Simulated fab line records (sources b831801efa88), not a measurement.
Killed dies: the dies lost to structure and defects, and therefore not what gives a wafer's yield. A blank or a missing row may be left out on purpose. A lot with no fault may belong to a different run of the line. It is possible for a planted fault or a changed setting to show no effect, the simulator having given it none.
fab line records / flow gf180mcu
[record] lots = 15 wafers = 45 last_day = 34
route steps=602 shown SALICIDE@284 CONTACT@287
lots with no fault: from the same line, run without faults
start_h: start of the lot's first displayed wafer, in hours after the record's first day / wait_h: hours elapsed since this lot's preceding step / " same as the row above / L1.1+2: a single row standing in for several wafers / - either no value or no given start / * or withheld: withheld / < > ~ a bound
route shown NAME@n: NAME is a module with steps in the file, n the number in the route of the first one / usual: mean/standard deviation of fault-free wafers / same: alike in all rows / chamber/n: place in a boat / sites: the reading at each site / _std_site: the standard deviation of these / _edge_site: the outer-site mean with the inner-site mean subtracted / radius_mm: how far each site lies from the wafer's centre / mask NAME#n: copy n / behind: the last tool/chamber to shape the wafer / hold: what put the lot on hold/how long, in hours/how the hold closed / device: which transistor (n, p or np) failed to switch / end of line: the same wafers' tests at the end of the route / step lacking rows: just its recipe / killed: dies that structure and defects cost at the first sort, which is not the same as the wafer's yield / map: dies across one wafer; x = killed, . = not, _ = none there
set.NAME: the run value of the setting; set.NAME@STEP: its run value at that earlier step / model.NAME: the simulator's own value behind a step, which no gauge read
route steps across a sampled set of lots; one table per step, one row per wafer
services: a tool's chamber out of use, with start hour (start_h, from the record's first day; less than 0 if before it), hours out, and reason
[[steps]]
[step GF_SALICIDE_RTA_06]
[recipe] temp_c = 530 time_s = 30 ambient = N2
[usual] anneal_temp_c_max = 532.3/0.45 chamber_o2_ppm = 2.000/0.023 lamp_power_pct = 6.2/0.42 wafer_temp_C_max = 533.0/0.75
lot.wafer=L748.2 tool=rtp_anneal-02 chamber=0 start_h=350.35 wait_h=0.1 anneal_temp_c_max=531.9 chamber_o2_ppm=2.046 lamp_power_pct=5.8 wafer_temp_C_max=532.7
lot.wafer=L748.3 tool=rtp_anneal-02 chamber=0 start_h=350.35 wait_h=0.1 anneal_temp_c_max=532.1 chamber_o2_ppm=2.029 lamp_power_pct=5.8 wafer_temp_C_max=533.2
lot.wafer=L748.4 tool=rtp_anneal-02 chamber=0 start_h=350.35 wait_h=0.1 anneal_temp_c_max=531.3 chamber_o2_ppm=2.003 lamp_power_pct=5.8 wafer_temp_C_max=532.6
lot.wafer=L749.2 tool=rtp_anneal-01 chamber=0 start_h=358.45 wait_h=0.1 anneal_temp_c_max=532.1 chamber_o2_ppm=2.021 lamp_power_pct=6.6 wafer_temp_C_max=533.5
lot.wafer=L749.4 tool=rtp_anneal-01 chamber=0 start_h=358.45 wait_h=0.1 anneal_temp_c_max=531.7 chamber_o2_ppm=2.000 lamp_power_pct=6.6 wafer_temp_C_max=533.2
lot.wafer=L749.6 tool=rtp_anneal-01 chamber=0 start_h=358.45 wait_h=0.1 anneal_temp_c_max=532.2 chamber_o2_ppm=1.983 lamp_power_pct=6.6 wafer_temp_C_max=533.6
lot.wafer=L750.1 tool=rtp_anneal-01 chamber=0 start_h=364.69 wait_h=0.1 anneal_temp_c_max=532.0 chamber_o2_ppm=1.973 lamp_power_pct=6.6 wafer_temp_C_max=532.6
lot.wafer=L750.2 tool=rtp_anneal-01 chamber=0 start_h=364.69 wait_h=0.1 anneal_temp_c_max=532.6 chamber_o2_ppm=2.005 lamp_power_pct=6.7 wafer_temp_C_max=533.4
lot.wafer=L750.5 tool=rtp_anneal-01 chamber=0 start_h=364.69 wait_h=0.1 anneal_temp_c_max=532.1 chamber_o2_ppm=1.996 lamp_power_pct=6.6 wafer_temp_C_max=534.0
lot.wafer=L753.1 tool=rtp_anneal-02 chamber=0 start_h=391.90 wait_h=0.1 anneal_temp_c_max=532.3 chamber_o2_ppm=2.011 lamp_power_pct=5.8 wafer_temp_C_max=532.8
lot.wafer=L753.2 tool=rtp_anneal-02 chamber=0 start_h=391.90 wait_h=0.1 anneal_temp_c_max=532.0 chamber_o2_ppm=1.983 lamp_power_pct=5.8 wafer_temp_C_max=531.5
lot.wafer=L753.6 tool=rtp_anneal-02 chamber=0 start_h=391.90 wait_h=0.1 anneal_temp_c_max=532.3 chamber_o2_ppm=1.985 lamp_power_pct=5.8 wafer_temp_C_max=532.4
lot.wafer=L754.2 tool=rtp_anneal-01 chamber=0 start_h=403.35 wait_h=0.1 anneal_temp_c_max=531.7 chamber_o2_ppm=2.019 lamp_power_pct=6.6 wafer_temp_C_max=535.0
lot.wafer=L754.5 tool=rtp_anneal-01 chamber=0 start_h=403.35 wait_h=0.1 anneal_temp_c_max=531.9 chamber_o2_ppm=2.030 lamp_power_pct=6.6 wafer_temp_C_max=534.2
lot.wafer=L754.6 tool=rtp_anneal-01 chamber=0 start_h=403.35 wait_h=0.1 anneal_temp_c_max=532.3 chamber_o2_ppm=1.984 lamp_power_pct=6.6 wafer_temp_C_max=532.8
lot.wafer=L755.2 tool=rtp_anneal-02 chamber=0 start_h=411.36 wait_h=0.1 anneal_temp_c_max=532.4 chamber_o2_ppm=2.050 lamp_power_pct=5.8 wafer_temp_C_max=532.4
lot.wafer=L755.3 tool=rtp_anneal-02 chamber=0 start_h=411.36 wait_h=0.1 anneal_temp_c_max=532.4 chamber_o2_ppm=2.048 lamp_power_pct=5.8 wafer_temp_C_max=532.4
lot.wafer=L755.5 tool=rtp_anneal-02 chamber=0 start_h=411.36 wait_h=0.1 anneal_temp_c_max=532.0 chamber_o2_ppm=2.036 lamp_power_pct=5.8 wafer_temp_C_max=533.1
lot.wafer=L756.1 tool=rtp_anneal-02 chamber=- start_h=420.64 wait_h=0.1 anneal_temp_c_max=- chamber_o2_ppm=- lamp_power_pct=- wafer_temp_C_max=-
lot.wafer=L756.3 tool=rtp_anneal-02 chamber=- start_h=420.64 wait_h=0.1 anneal_temp_c_max=- chamber_o2_ppm=- lamp_power_pct=- wafer_temp_C_max=-
lot.wafer=L756.5 tool=rtp_anneal-02 chamber=- start_h=420.64 wait_h=0.1 anneal_temp_c_max=- chamber_o2_ppm=- lamp_power_pct=- wafer_temp_C_max=-
lot.wafer=L757.1 tool=rtp_anneal-02 chamber=- start_h=433.93 wait_h=0.1 anneal_temp_c_max=- chamber_o2_ppm=- lamp_power_pct=- wafer_temp_C_max=-
lot.wafer=L757.4 tool=rtp_anneal-02 chamber=- start_h=433.93 wait_h=0.1 anneal_temp_c_max=- chamber_o2_ppm=- lamp_power_pct=- wafer_temp_C_max=-
lot.wafer=L757.6 tool=rtp_anneal-02 chamber=- start_h=433.93 wait_h=0.1 anneal_temp_c_max=- chamber_o2_ppm=- lamp_power_pct=- wafer_temp_C_max=-
lot.wafer=L758.3 tool=rtp_anneal-02 chamber=- start_h=437.38 wait_h=0.1 anneal_temp_c_max=- chamber_o2_ppm=- lamp_power_pct=- wafer_temp_C_max=-
lot.wafer=L758.5 tool=rtp_anneal-02 chamber=- start_h=437.38 wait_h=0.1 anneal_temp_c_max=- chamber_o2_ppm=- lamp_power_pct=- wafer_temp_C_max=-
lot.wafer=L758.6 tool=rtp_anneal-02 chamber=- start_h=437.38 wait_h=0.1 anneal_temp_c_max=- chamber_o2_ppm=- lamp_power_pct=- wafer_temp_C_max=-
lot.wafer=L759.4 tool=rtp_anneal-01 chamber=0 start_h=443.63 wait_h=0.1 anneal_temp_c_max=532.2 chamber_o2_ppm=1.983 lamp_power_pct=6.6 wafer_temp_C_max=534.7
lot.wafer=L759.5 tool=rtp_anneal-01 chamber=0 start_h=443.63 wait_h=0.1 anneal_temp_c_max=532.3 chamber_o2_ppm=1.997 lamp_power_pct=6.6 wafer_temp_C_max=533.5
lot.wafer=L759.6 tool=rtp_anneal-01 chamber=0 start_h=443.63 wait_h=0.1 anneal_temp_c_max=532.6 chamber_o2_ppm=1.978 lamp_power_pct=6.6 wafer_temp_C_max=533.0
lot.wafer=L763.2 tool=rtp_anneal-01 chamber=0 start_h=479.61 wait_h=0.1 anneal_temp_c_max=531.2 chamber_o2_ppm=2.022 lamp_power_pct=6.6 wafer_temp_C_max=533.1
lot.wafer=L763.3 tool=rtp_anneal-01 chamber=0 start_h=479.61 wait_h=0.1 anneal_temp_c_max=532.1 chamber_o2_ppm=1.995 lamp_power_pct=6.6 wafer_temp_C_max=534.0
lot.wafer=L763.4 tool=rtp_anneal-01 chamber=0 start_h=479.61 wait_h=0.1 anneal_temp_c_max=532.0 chamber_o2_ppm=1.953 lamp_power_pct=6.6 wafer_temp_C_max=534.3
lot.wafer=L766.3 tool=rtp_anneal-02 chamber=0 start_h=503.58 wait_h=0.1 anneal_temp_c_max=531.9 chamber_o2_ppm=2.028 lamp_power_pct=5.8 wafer_temp_C_max=533.4
lot.wafer=L766.4 tool=rtp_anneal-02 chamber=0 start_h=503.58 wait_h=0.1 anneal_temp_c_max=532.2 chamber_o2_ppm=2.003 lamp_power_pct=5.8 wafer_temp_C_max=532.4
lot.wafer=L766.5 tool=rtp_anneal-02 chamber=0 start_h=503.58 wait_h=0.1 anneal_temp_c_max=532.3 chamber_o2_ppm=2.006 lamp_power_pct=5.8 wafer_temp_C_max=533.1
lot.wafer=L767.2 tool=rtp_anneal-02 chamber=0 start_h=509.95 wait_h=0.1 anneal_temp_c_max=532.8 chamber_o2_ppm=2.003 lamp_power_pct=5.8 wafer_temp_C_max=533.0
lot.wafer=L767.5 tool=rtp_anneal-02 chamber=0 start_h=509.95 wait_h=0.1 anneal_temp_c_max=532.3 chamber_o2_ppm=2.015 lamp_power_pct=5.8 wafer_temp_C_max=532.5
lot.wafer=L767.6 tool=rtp_anneal-02 chamber=0 start_h=509.95 wait_h=0.1 anneal_temp_c_max=532.2 chamber_o2_ppm=2.020 lamp_power_pct=5.8 wafer_temp_C_max=532.7
lot.wafer=L768.2 tool=rtp_anneal-02 chamber=0 start_h=520.45 wait_h=0.1 anneal_temp_c_max=533.3 chamber_o2_ppm=2.014 lamp_power_pct=5.8 wafer_temp_C_max=533.0
lot.wafer=L768.4 tool=rtp_anneal-02 chamber=0 start_h=520.45 wait_h=0.1 anneal_temp_c_max=532.3 chamber_o2_ppm=1.995 lamp_power_pct=5.8 wafer_temp_C_max=532.2
lot.wafer=L768.5 tool=rtp_anneal-02 chamber=0 start_h=520.45 wait_h=0.1 anneal_temp_c_max=532.5 chamber_o2_ppm=2.012 lamp_power_pct=5.8 wafer_temp_C_max=532.4
lot.wafer=L770.1 tool=rtp_anneal-01 chamber=0 start_h=537.58 wait_h=0.1 anneal_temp_c_max=531.3 chamber_o2_ppm=1.945 lamp_power_pct=6.6 wafer_temp_C_max=533.7
lot.wafer=L770.2 tool=rtp_anneal-01 chamber=0 start_h=537.58 wait_h=0.1 anneal_temp_c_max=531.6 chamber_o2_ppm=2.015 lamp_power_pct=6.6 wafer_temp_C_max=533.7
lot.wafer=L770.5 tool=rtp_anneal-01 chamber=0 start_h=537.58 wait_h=0.1 anneal_temp_c_max=532.2 chamber_o2_ppm=1.996 lamp_power_pct=6.7 wafer_temp_C_max=533.9
[step GF_CONTACT_CVD_00]
[recipe] material = SiO2 target_thk_nm = 300 sigma_open_frac = 0.3 temp_c = 400 time_s = 50 sih4_flow_sccm = 60 pressure_mtorr = 6
[usual] susceptor_temp_C = 400.02/0.23
lot.wafer=L748.2 tool=hdpcvd-02 chamber=0 start_h=350.72 wait_h=0.1 susceptor_temp_C=400.08
lot.wafer=L748.3 tool=hdpcvd-02 chamber=1 start_h=350.72 wait_h=0.1 susceptor_temp_C=400.28
lot.wafer=L748.4 tool=hdpcvd-02 chamber=0 start_h=350.72 wait_h=0.1 susceptor_temp_C=400.13
lot.wafer=L749.2 tool=hdpcvd-01 chamber=0 start_h=358.73 wait_h=0.1 susceptor_temp_C=400.14
lot.wafer=L749.4 tool=hdpcvd-01 chamber=0 start_h=358.73 wait_h=0.1 susceptor_temp_C=400.07
lot.wafer=L749.6 tool=hdpcvd-01 chamber=1 start_h=358.73 wait_h=0.1 susceptor_temp_C=400.28
lot.wafer=L750.1 tool=hdpcvd-01 chamber=2 start_h=364.99 wait_h=0.1 susceptor_temp_C=399.91
lot.wafer=L750.2 tool=hdpcvd-01 chamber=0 start_h=364.99 wait_h=0.1 susceptor_temp_C=400.31
lot.wafer=L750.5 tool=hdpcvd-01 chamber=0 start_h=364.99 wait_h=0.1 susceptor_temp_C=399.92
lot.wafer=L753.1 tool=hdpcvd-02 chamber=1 start_h=392.20 wait_h=0.1 susceptor_temp_C=399.85
lot.wafer=L753.2 tool=hdpcvd-02 chamber=2 start_h=392.20 wait_h=0.1 susceptor_temp_C=400.08
lot.wafer=L753.6 tool=hdpcvd-02 chamber=2 start_h=392.20 wait_h=0.1 susceptor_temp_C=400.23
lot.wafer=L754.2 tool=hdpcvd-02 chamber=0 start_h=403.63 wait_h=0.1 susceptor_temp_C=399.77
lot.wafer=L754.5 tool=hdpcvd-02 chamber=0 start_h=403.63 wait_h=0.1 susceptor_temp_C=399.83
lot.wafer=L754.6 tool=hdpcvd-02 chamber=2 start_h=403.63 wait_h=0.1 susceptor_temp_C=399.63
lot.wafer=L755.2 tool=hdpcvd-01 chamber=0 start_h=411.64 wait_h=0.1 susceptor_temp_C=400.38
lot.wafer=L755.3 tool=hdpcvd-01 chamber=2 start_h=411.64 wait_h=0.1 susceptor_temp_C=399.82
lot.wafer=L755.5 tool=hdpcvd-01 chamber=2 start_h=411.64 wait_h=0.1 susceptor_temp_C=400.26
lot.wafer=L759.4 tool=hdpcvd-02 chamber=2 start_h=443.90 wait_h=0.1 susceptor_temp_C=400.08
lot.wafer=L759.5 tool=hdpcvd-02 chamber=0 start_h=443.90 wait_h=0.1 susceptor_temp_C=400.00
lot.wafer=L759.6 tool=hdpcvd-02 chamber=1 start_h=443.90 wait_h=0.1 susceptor_temp_C=399.84
lot.wafer=L763.2 tool=hdpcvd-01 chamber=1 start_h=479.90 wait_h=0.1 susceptor_temp_C=400.23
lot.wafer=L763.3 tool=hdpcvd-01 chamber=2 start_h=479.90 wait_h=0.1 susceptor_temp_C=399.93
lot.wafer=L763.4 tool=hdpcvd-01 chamber=0 start_h=479.90 wait_h=0.1 susceptor_temp_C=400.09
lot.wafer=L766.3 tool=hdpcvd-01 chamber=1 start_h=503.84 wait_h=0.1 susceptor_temp_C=399.68
lot.wafer=L766.4 tool=hdpcvd-01 chamber=1 start_h=503.84 wait_h=0.1 susceptor_temp_C=399.79
lot.wafer=L766.5 tool=hdpcvd-01 chamber=0 start_h=503.84 wait_h=0.1 susceptor_temp_C=399.76
lot.wafer=L767.2 tool=hdpcvd-02 chamber=0 start_h=510.23 wait_h=0.1 susceptor_temp_C=400.00
lot.wafer=L767.5 tool=hdpcvd-02 chamber=0 start_h=510.23 wait_h=0.1 susceptor_temp_C=399.90
lot.wafer=L767.6 tool=hdpcvd-02 chamber=2 start_h=510.23 wait_h=0.1 susceptor_temp_C=400.12
lot.wafer=L768.2 tool=hdpcvd-01 chamber=1 start_h=520.73 wait_h=0.1 susceptor_temp_C=399.68
lot.wafer=L768.4 tool=hdpcvd-01 chamber=1 start_h=520.73 wait_h=0.1 susceptor_temp_C=399.96
lot.wafer=L768.5 tool=hdpcvd-01 chamber=2 start_h=520.73 wait_h=0.1 susceptor_temp_C=400.03
lot.wafer=L770.1 tool=hdpcvd-01 chamber=2 start_h=537.98 wait_h=0.1 susceptor_temp_C=399.82
lot.wafer=L770.2 tool=hdpcvd-01 chamber=0 start_h=537.98 wait_h=0.1 susceptor_temp_C=400.10
lot.wafer=L770.5 tool=hdpcvd-01 chamber=1 start_h=537.98 wait_h=0.1 susceptor_temp_C=399.97
[[services]]
tool=hdpcvd-01 chamber=- start_h=342.04 hours=14.6 kind=pm
tool=hdpcvd-02 chamber=- start_h=355.85 hours=0.3 kind=repair
tool=hdpcvd-01 chamber=- start_h=393.43 hours=2.2 kind=repair
tool=hdpcvd-02 chamber=0 start_h=430.78 hours=10.1 kind=repair
tool=hdpcvd-02 chamber=- start_h=484.21 hours=2.8 kind=pm
tool=hdpcvd-02 chamber=1 start_h=488.00 hours=5.3 kind=repair
tool=hdpcvd-02 chamber=- start_h=533.88 hours=0.4 kind=repair
[[key]]
[first_sign] step = GF_SALICIDE_RTA_06 reading = tool_record direction = missing
[effect] step = GF_CONTACT_CVD_00 reading = visit direction = missing
met_at GF_SALICIDE_RTA_06
struck_lots L756,L757,L758
later_rows_left_out L756.1,L756.3,L756.5,L757.1,L757.4,L757.6,L758.3,L758.5,L758.6
sort_left_out L756.1,L756.3,L756.5,L757.1,L757.4,L757.6,L758.3,L758.5,L758.6
tester_left_out L756,L757,L758
onset_between 411.36 420.64
[fault] kind = skipped_step_whole tool = rtp_anneal-02 chamber = - onset_h = 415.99 steps = GF_SALICIDE_RTA_06 scope = struck_lots_only
// tester_left_out: of these lots the tester's yield and bins aren't shown, on N5 and GAA mostly nor the transistor test; their killed dies are dies lost to structure and defects alone, not to doping, threshold or leakage, so they don't give the yield
// sort_left_out: the simulated sort isn't trusted on such a fault, so these wafers' sort isn't shown, and their yield isn't known
// later_rows_left_out: the simulator's readings of these wafers behind a module that went badly wrong aren't trusted and aren't shown, but for the sort
